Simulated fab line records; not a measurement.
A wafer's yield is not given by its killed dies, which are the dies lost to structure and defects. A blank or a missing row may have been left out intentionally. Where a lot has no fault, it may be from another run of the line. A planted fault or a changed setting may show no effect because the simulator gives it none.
What tool caused it? -- flow sky130 -- 15 lots with 45 wafers sampled at 4 steps, on a route of 708 steps

WHAT EACH GAUGE READ, for each wafer
The record lacks any reading of a measuring or inspecting step that a usual standard deviation could be used to judge.

WHICH TOOL RAN EACH LOT (tool, then ch and the chambers of the sampled wafers, then the start)
lot,SKY_VIA3_CMP_02,SKY_VIA3_PEB_10,SKY_VIA3_STRIP_16,SKY_VIA3_CVD_21
L874,"cmp-01 ch 1,3, day 37 20:38","litho track-01 ch 0, day 38 21:00","plasma asher-01 ch 1, day 38 22:08","cvd w-02 ch 0,1, day 38 22:48"
L878,"cmp-01 ch 0,3, day 39 11:51","litho track-01 ch 0, day 40 11:00","plasma asher-01 ch 0,1, day 40 12:23","cvd w-02 ch 0,1, day 40 13:03"
L880,"cmp-02 ch 0,1,2, day 40 07:23","litho track-03 ch 0, day 41 07:00","plasma asher-03 ch 0,1, day 41 08:18","cvd w-02 ch 0,1, day 41 08:59"
L879,"cmp-01 ch 0,2,3, day 40 07:34","litho track-01 ch 0, day 41 08:00","plasma asher-04 ch 0,1, day 41 08:47","cvd w-01 ch 0,1, day 41 09:29"
L881,"cmp-01 ch 0,1, day 40 10:47","litho track-01 ch 0, day 41 10:00","plasma asher-04 ch 0,1, day 41 11:14","cvd w-02 ch 0,1, day 41 11:54"
L884,"cmp-02 ch 0,1,2, day 41 17:56","litho track-03, day 42 17:00","plasma asher-01 ch 0,1, day 42 17:57","cvd w-02 ch 0,1, day 42 18:41"
L885,"cmp-02 ch 0,1,2, day 41 18:54","litho track-02, day 42 18:00","plasma asher-04 ch 0,1, day 42 18:56","cvd w-02 ch 0,1, day 42 19:36"
L886,"cmp-02 ch 0,1,3, day 41 19:18","litho track-02, day 42 18:00","plasma asher-04 ch 0,1, day 42 19:33","cvd w-02 ch 0,1, day 42 20:14"
L887,"cmp-01 ch 0,2,3, day 41 20:41","litho track-03 ch 0, day 42 20:00","plasma asher-01 ch 0,1, day 42 20:51","cvd w-02 ch 0,1, day 42 21:30"
L888,"cmp-01 ch 2,3, day 42 05:49","litho track-03 ch 0, day 43 04:00","plasma asher-01 ch 0,1, day 43 05:23","cvd w-02 ch 0,1, day 43 06:02"
L889,"cmp-01 ch 1,2,3, day 43 13:25","litho track-02 ch 0, day 44 12:00","plasma asher-03 ch 0,1, day 44 13:15","cvd w-02 ch 0,1, day 44 13:55"
L891,"cmp-01 ch 0,1,3, day 43 20:21","litho track-03 ch 0, day 44 19:00","plasma asher-01 ch 0,1, day 44 19:50","cvd w-01 ch 0,1, day 44 20:29"
L894,"cmp-01 ch 0,2,3, day 44 01:52","litho track-02 ch 0, day 44 23:00","plasma asher-03 ch 0,1, day 44 23:50","cvd w-01 ch 0,1, day 45 00:30"
L892,"cmp-02 ch 0,1,2, day 44 03:22","litho track-03 ch 0, day 45 01:00","plasma asher-04 ch 1, day 45 01:42","cvd w-01 ch 0,1, day 45 02:22"
L896,"cmp-01 ch 2,3, day 44 14:29","litho track-02 ch 0, day 45 11:00","plasma asher-03 ch 0, day 45 11:54","cvd w-02 ch 0,1, day 45 12:54"
- SKY_VIA3_CMP_02: polishes SiO2.
- SKY_VIA3_PEB_10
- SKY_VIA3_STRIP_16: strips in O2/N2.
- SKY_VIA3_CVD_21: deposits W, target thk 390 nm, time 117.31 s.

AS READ BY THE TOOLS THEMSELVES (means over the sampled wafers that have a number; for cases with no such wafer, the mark the record gives instead)
SKY_VIA3_CMP_02.
lot,tool,motor current A (A)
L874,cmp-01,11.9
L878,cmp-01,11.1
L880,cmp-02,11.3
L879,cmp-01,12.1
L881,cmp-01,12.0
L884,cmp-02,11.6
L885,cmp-02,11.8
L886,cmp-02,11.9
L887,cmp-01,12.2
L888,cmp-01,13.0
L889,cmp-01,12.8
L891,cmp-01,12.0
L894,cmp-01,12.1
L892,cmp-02,11.6
L896,cmp-01,11.7

SKY_VIA3_PEB_10.
lot,tool,exhaust pa (Pa)
L874,litho track-01,45.3
L878,litho track-01,45.2
L880,litho track-03,45.4
L879,litho track-01,46.4
L881,litho track-01,45.6
L884,litho track-03,-
L885,litho track-02,-
L886,litho track-02,-
L887,litho track-03,45.9
L888,litho track-03,44.0
L889,litho track-02,45.1
L891,litho track-03,43.6
L894,litho track-02,44.8
L892,litho track-03,45.0
L896,litho track-02,44.8

SKY_VIA3_STRIP_16.
lot,tool,chamber pressure mTorr (mTorr),drypump motor current A (A),oes product au (a.u.),strip time to endpoint s (s)
L874,plasma asher-01,1500.4,5.8,0.404,4.168
L878,plasma asher-01,1501.3,5.5,0.402,4.162
L880,plasma asher-03,1500.7,5.8,0.401,4.153
L879,plasma asher-04,1500.4,5.9,0.401,4.116
L881,plasma asher-04,1499.5,5.6,0.405,4.104
L884,plasma asher-01,1500.1,5.7,0.405,4.128
L885,plasma asher-04,1500.2,5.6,0.399,4.147
L886,plasma asher-04,1500.0,5.6,0.399,4.102
L887,plasma asher-01,1500.0,5.6,0.400,4.124
L888,plasma asher-01,1499.9,5.6,0.400,4.101
L889,plasma asher-03,1499.5,5.8,0.399,4.123
L891,plasma asher-01,1499.2,5.6,0.405,4.139
L894,plasma asher-03,1501.3,5.9,0.402,4.127
L892,plasma asher-04,1501.2,5.2,0.397,4.143
L896,plasma asher-03,1499.8,5.9,0.401,4.133

SKY_VIA3_CVD_21.
lot,tool,heater power w (W)
L874,cvd w-02,823
L878,cvd w-02,829
L880,cvd w-02,828
L879,cvd w-01,807
L881,cvd w-02,823
L884,cvd w-02,816
L885,cvd w-02,804
L886,cvd w-02,838
L887,cvd w-02,816
L888,cvd w-02,814
L889,cvd w-02,801
L891,cvd w-01,810
L894,cvd w-01,791
L892,cvd w-01,806
L896,cvd w-02,838

THE ANSWER, worked out from the rows above alone
Rule: the usual values come from the lots themselves. The widest of any qualifying gaps counts: lots, ordered by their means at a reading, are off when they make up no more than a third of the lots, leave a main group of 4 or more, and stand apart from it by 3 or more times the standard deviation of that group's means. A main group is skipped when, at the precision printed for the reading in the tables above, its means are all equal. Also off: a lot with no number at a reading for which 4 or more lots have one. All remaining lots with rows at the step are treated as sound. Order of review: gauges by route order, followed by the tools' own readings, for which a lot's mean as printed above is used. At the first step where some lot is off, the reading lying furthest off is the one used; lots without a number count as furthest.
Off at SKY_VIA3_PEB_10 (exhaust pa): L884, L885, L886. Without a number there: L884, L885, L886. The main group has a mean of 45.1 Pa with a standard deviation of 0.73.
If a tool, at that step or one of the process steps before it, ran each lot that is off and ran no sound lot following the first of them, it fits. Of those tried, none fits.

WHAT THE SIMULATOR HAD INSERTED
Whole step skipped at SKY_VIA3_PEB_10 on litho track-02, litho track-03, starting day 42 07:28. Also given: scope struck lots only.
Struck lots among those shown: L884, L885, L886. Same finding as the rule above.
